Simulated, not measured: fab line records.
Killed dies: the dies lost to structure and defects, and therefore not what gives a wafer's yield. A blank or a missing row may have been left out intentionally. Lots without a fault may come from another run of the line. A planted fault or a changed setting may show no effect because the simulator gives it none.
What tool caused it? + flow gf180mcu + 6 lots, 17 wafers sampled, at 1 step of a route of 602

WHAT THE GAUGES SHOWED, per wafer
GF_V2_RS_MEAS_24: uses a four-point probe to measure.
| lot  | measured     | on           | V2_W_RS (ohm/sq)  |
|------|--------------|--------------|-------------------|
| L726 | day 20 16:49 | filmMetro-03 | 0.327 0.328 0.326 |
| L729 | day 22 02:38 | filmMetro-04 | 0.332 0.328 0.331 |
| L733 | day 23 16:02 | filmMetro-04 | 0.328 0.326 0.329 |
| L736 | day 24 11:34 | filmMetro-01 | 0.326 0.327 0.327 |
| L738 | day 25 09:14 | filmMetro-04 | 0.324 0.323 0.324 |
| L741 | day 26 08:10 | filmMetro-01 | 0.325 0.330       |

EACH LOT AND THE TOOL THAT RAN IT (in order: tool; ch and the chambers of the sampled wafers; start)
Before these readings, the record contains no process step.

THE ANSWER, worked out from the rows above alone
Rule: the lots themselves supply what counts as usual. Put in order of their means at a reading, lots are off if they are a third of the lots or fewer, leave a main group of 4 or more, and stand apart from it by a gap of 3 or more times the standard deviation of the main group's means; of several such gaps the widest counts. A main group whose means are all the same, to the digits that the tables above print for the reading, isn't used. A lot without any number at a reading at which 4 lots or more have one is off too. The other lots that the step has rows for count as sound.
Across all readings shown, no lot is off: no conclusion can be drawn from this.

WHAT THE SIMULATOR HAD PUT IN
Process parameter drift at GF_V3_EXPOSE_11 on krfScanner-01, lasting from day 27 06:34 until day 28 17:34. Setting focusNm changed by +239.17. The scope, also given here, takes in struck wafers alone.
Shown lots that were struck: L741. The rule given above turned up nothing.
